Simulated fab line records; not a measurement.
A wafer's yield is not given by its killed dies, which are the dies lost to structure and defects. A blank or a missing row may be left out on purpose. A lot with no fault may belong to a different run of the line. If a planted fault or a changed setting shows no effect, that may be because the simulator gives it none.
The tool behind it: which one? | flow gf180mcu | 12 lots (36 wafers sampled), 1 step of a 602-step route

== WHAT EACH GAUGE READ, for each wafer ==
GF_V2_RS_MEAS_24: measurement is done with a four-point probe.
lot  | measured     | on            | V2_W_RS (ohm/sq)
L075 | day 20 15:50 | film metro-02 | 0.3165 0.3223 0.3216
L077 | day 21 11:32 | film metro-04 | 0.3249 0.3221 0.3213
L079 | day 22 07:26 | film metro-01 | 0.3257 0.3232 0.3244
L081 | day 22 22:10 | film metro-04 | 0.3266 0.3308 0.3278
L083 | day 23 16:02 | film metro-01 | 0.3232 0.3238 0.3228
L085 | day 24 12:44 | film metro-02 | 0.3198 0.3206 0.3244
L087 | day 25 03:14 | film metro-02 | 0.3237 0.3256 0.3218
L089 | day 25 11:52 | film metro-02 | 0.3268 0.3257 0.3269
L091 | day 26 04:24 | film metro-02 | 0.3276 0.3289 0.3329
L093 | day 26 20:38 | film metro-01 | 0.3310 0.3311 0.3316
L095 | day 27 09:46 | film metro-04 | 0.3273 0.3255 0.3294
L097 | day 28 05:12 | film metro-01 | 0.3262 0.3278 0.3253

== TOOL THAT RAN EACH LOT (tool first, then ch and the chambers of the sampled wafers, then the start) ==
No process step before these readings appears in the record.

== THE ANSWER, worked out from the rows above alone ==
Rule: what is usual is taken from the lots themselves. The widest of any qualifying gaps counts: lots, ordered by their means at a reading, are off when they make up no more than a third of the lots, leave a main group of 4 or more, and stand apart from it by 3 or more times the standard deviation of that group's means. A main group whose means are all the same, to the digits that the tables above print for the reading, isn't used. A lot without any number at a reading at which 4 lots or more have one is off too. Any other lot the step has rows for is counted as sound.
No lot is off at any reading shown: from this, nothing can be told.

== WHAT THE SIMULATOR HAD PUT IN ==
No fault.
